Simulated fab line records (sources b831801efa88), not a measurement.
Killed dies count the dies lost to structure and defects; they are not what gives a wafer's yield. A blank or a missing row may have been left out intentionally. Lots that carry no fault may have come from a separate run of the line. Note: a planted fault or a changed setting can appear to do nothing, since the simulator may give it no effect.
Which tool did it? -- flow sky130 -- 36 wafers from 12 lots sampled at 2 of the route's 708 steps

== WHAT EACH GAUGE READ, for each wafer ==
SKY_POLY_GATE_THK_MEAS_21. Usual: POLY_GATE_OXIDATION_THK 4.01 nm, standard deviation 0.089.
lot,measured,on,POLY_GATE_OXIDATION_THK (nm),flag
L639,day 17 04:31,film_metro-01,3.98 4.04 3.94,
L641,day 17 14:59,film_metro-04,3.77 3.79 3.75,
L643,day 18 12:25,film_metro-01,3.92 3.94 3.91,
L646,day 19 16:41,film_metro-04,4.00 4.12 4.07,
L647,day 19 19:26,film_metro-04,4.09 4.10 4.16,
L648,day 20 05:04,film_metro-01,4.12 4.16 4.14,
L649,day 20 12:16,film_metro-03,4.04 4.04 4.05,
L650,day 21 03:21,film_metro-01,4.15 4.07 4.13,
L652,day 21 16:56,film_metro-01,4.13 4.09 4.05,
L653,day 22 09:22,film_metro-04,4.06 4.04 4.06,
L659,day 23 21:26,film_metro-04,4.08 4.03 4.01,
L660,day 24 09:57,film_metro-04,4.09 4.06 4.08,

== TOOL THAT RAN EACH LOT (tool first, then ch and the chambers of the sampled wafers, then the start) ==
lot,SKY_PWDE_STRIP_09
L639,"plasma_asher-04 ch 1, day 4 10:01"
L641,"plasma_asher-01 ch 0,1, day 4 16:22"
L643,"plasma_asher-04 ch 0,1, day 5 02:53"
L646,"plasma_asher-01 ch 1, day 5 18:22"
L647,"plasma_asher-04 ch 0,1, day 5 22:04"
L648,"plasma_asher-01 ch 0,1, day 6 05:49"
L649,"plasma_asher-01 ch 0,1, day 6 11:32"
L650,"plasma_asher-01 ch 0,1, day 6 17:38"
L652,"plasma_asher-04 ch 0,1, day 7 04:26"
L653,"plasma_asher-04 ch 0,1, day 7 09:34"
L659,"plasma_asher-01 ch 0,1, day 8 19:46"
L660,"plasma_asher-04 ch 0,1, day 9 01:20"
- SKY_PWDE_STRIP_09: strips in O2/N2.

== AS READ BY THE TOOLS THEMSELVES (means over the sampled wafers that have a number; for cases with no such wafer, the mark the record gives instead) ==
SKY_PWDE_STRIP_09. Usual: drypump_motor_current_A 5.86 A, standard deviation 0.25; oes_product_au 0.723 a.u., standard deviation 0.0043; strip_time_to_endpoint_s 36.87 s, standard deviation 0.1.
lot,tool,drypump_motor_current_A (A),oes_product_au (a.u.),strip_time_to_endpoint_s (s),flag
L639,plasma_asher-04,5.83,0.724,36.82,
L641,plasma_asher-01,5.60,0.723,36.95,
L643,plasma_asher-04,5.74,0.725,36.75,
L646,plasma_asher-01,6.02,0.720,36.94,
L647,plasma_asher-04,5.80,0.718,36.85,
L648,plasma_asher-01,5.61,0.723,36.92,
L649,plasma_asher-01,5.64,0.724,36.88,
L650,plasma_asher-01,5.62,0.716,36.90,
L652,plasma_asher-04,5.78,0.721,37.00,
L653,plasma_asher-04,5.80,0.722,36.92,
L659,plasma_asher-01,5.81,0.719,36.98,
L660,plasma_asher-04,5.79,0.727,36.98,

== THE ANSWER, worked out from the rows above alone ==
Rule: lot off if the mean of its wafers having a number is beyond 3 standard deviations from the usual mean. A lot without any number at a reading at which 4 lots or more have one is off too. Where the step has rows for the other lots, those lots are counted as sound. Order of review: gauges by route order, followed by the tools' own readings, for which a lot's mean as printed above is used. At the first step where some lot is off, the reading lying furthest off is the one used; lots without a number count as furthest.
Nothing can be told from this: no lot is off at any reading shown.

== WHAT THE SIMULATOR PUT IN ==
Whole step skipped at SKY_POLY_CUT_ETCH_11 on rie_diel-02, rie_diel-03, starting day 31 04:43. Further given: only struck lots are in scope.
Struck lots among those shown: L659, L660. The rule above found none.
